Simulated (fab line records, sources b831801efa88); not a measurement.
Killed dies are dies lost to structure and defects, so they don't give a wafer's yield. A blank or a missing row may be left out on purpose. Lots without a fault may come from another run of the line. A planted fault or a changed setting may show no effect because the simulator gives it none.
A struck lot beside a sound one | flow gf180mcu | 27 steps out of a route of 602
Sound: wafers L876.1, L876.2, L876.5. Struck: wafers L864.1, L864.3, L864.4. The cause comes at the end.
At each step with rows: each side's tool, then ch and its chambers, then its first start. Under that, the readings that differ: sound wafers | struck wafers | difference of the means | sigmas: that difference in standard deviations of wafers without a fault.
alike: readings whose means differ by less than 2 such deviations, and words and numbers that are the same on both sides. not compared: withheld readings, readings that some wafer has no value for, bounds like >300 that may hide the same value, and numbers for which the record gives no deviation and whose values overlap.
The two part at a step that has a row with sigmas, a row that says differs or no value, or rows on one side only. Numbers that don't overlap but have no deviation are shown without sigmas and don't part them. A reading that every wafer of one side lacks parts them only if that side has two wafers or more.

GF_V1_ETCH_16: etches BARC in N2/H2.
  sound on rie_diel-01 ch 1,2, day 24 16:37; struck on rie_diel-01 ch 0,2,3, day 20 10:44
  alike: bias_w, drypump_motor_current_A, oes_product_au, throttle_valve_pct
then, 5 steps without rows for these wafers: GF_V1_ETCH_17 (etches SiO2 in C4F8/O2/Ar, stops on TiN, target depth 630 nm); GF_V1_STRIP_18 (strips in O2/N2); GF_V1_STRIP_19 (strips in post etch residue remover, time 1200 s); GF_V1_CLEAN_20 (cleans in DIW); GF_V1_SPUTTER_21 (material Ti, target thk 15 nm, time 80.02 s).
GF_V1_SPUTTER_22: material TiN, target thk 10 nm, time 40 s.
  sound on pvd_sputter-04, day 24 17:20; struck on pvd_sputter-02, day 20 11:27
  alike: cathode_dc_power_W, chamber_pressure_pa, throttle_valve_pct
then, 1 step without rows for these wafers: GF_V1_CVD_23 (deposits W, target thk 350 nm, time 105.05 s).
GF_V1_RS_MEAS_24: measures by four-point-probe.
  sound on film_metro-02, day 24 17:29; struck on film_metro-02, day 20 11:36
  alike: V1_W_RS
GF_V1_THK_MEAS_25: measures by xrf.
  sound on film_metro-02, day 24 17:37; struck on film_metro-02, day 20 11:43
  alike: V1_W_THK
GF_V1_CMP_26: polishes, stops on SiO2, t overpolish 15 s, target thk 0 nm.
  sound on cmp-02 ch 0,1, day 24 17:40; struck on cmp-01 ch 0,1,2, day 20 12:13
  alike: head_pressure_psi, motor_current_A, overpolish_run_s, time_to_endpoint_s
then, 1 step without rows for these wafers: GF_M2_SPUTTER_00 (material Ti, target thk 37.5 nm, time 150 s).
GF_M2_SPUTTER_01: material TiN, target thk 30 nm, time 25 s.
  sound on pvd_sputter-01, day 24 18:04; struck on pvd_sputter-02, day 20 12:37
  no value came back on the struck wafers for cathode_dc_power_W (W), chamber_pressure_pa (Pa), throttle_valve_pct (%); on the sound wafers cathode_dc_power_W (W) reads 6499.0 6499.1 6498.8
then, 2 steps without rows for these wafers: GF_M2_SPUTTER_02 (material AlCu, target thk 450 nm, time 23.9 s); GF_M2_SPUTTER_03 (material Ti, target thk 10 nm, time 6.7 s).
GF_M2_SPUTTER_04: material TiN, target thk 50 nm, time 41.7 s.
  sound on pvd_sputter-01, day 24 18:09; struck on pvd_sputter-02, day 20 12:41
  alike: cathode_dc_power_W, chamber_pressure_pa, throttle_valve_pct
then, 7 steps without rows for these wafers: GF_M2_DEHYDRATE_07 (time 60 s); GF_M2_HMDS_08 (prime time 60 s); GF_M2_COAT_09 (resist thk 980.4 nm); GF_M2_SOFTBAKE_10 (time 60 s); GF_M2_EXPOSE_11 (exposes mask Metal2, target cd 280 nm); GF_M2_PEB_12 (peb time 90 s); GF_M2_DEVELOP_13 (develop time 60 s).
GF_M2_CD_MEAS_14: target cd 280 nm.
  sound on cd_sem-02, day 25 15:57; struck on cd_sem-02, day 21 13:10
  reading    | sound             | struck            | difference | sigmas
  cd_nm (nm) | 280.7 281.2 281.5 | 277.3 277.8 278.0 | -3.4       | -2
GF_M2_OVL_MEAS_15:
  sound on overlay-02, day 25 16:04; struck on overlay-01, day 21 13:17
  alike: M2_OVL
GF_M2_METAL_ETCH_16: etches the open film in Cl2/BCl3, stops on SiO2, target depth 627.5 nm, time 104.6 s.
  sound on rie_metal-03 ch 0,1, day 25 16:07; struck on rie_metal-03 ch 0,1, day 21 13:20
  reading               | sound             | struck            | difference | sigmas
  oes_product_au (a.u.) | 0.974 0.979 0.963 | 0.955 0.955 0.943 | -0.021     | -4
  alike: bias_w, drypump_motor_current_A, throttle_valve_pct
  not compared: rf_hours_counter_h
GF_M2_STRIP_17: strips in O2/N2.
  sound on plasma_asher-03 ch 0,1, day 25 16:13; struck on plasma_asher-01 ch 0,1, day 21 13:26
  alike: drypump_motor_current_A, heater_power_w, o2_flow_sccm, oes_product_au, strip_time_to_endpoint_s
  not compared: rf_hours_counter_h

WHERE THEY PART
First at GF_M2_SPUTTER_01; last, within this record, at GF_M2_METAL_ETCH_16. Later steps at which nothing parts them and some readings are alike: GF_M2_STRIP_17.

WHY: what the simulator had put in
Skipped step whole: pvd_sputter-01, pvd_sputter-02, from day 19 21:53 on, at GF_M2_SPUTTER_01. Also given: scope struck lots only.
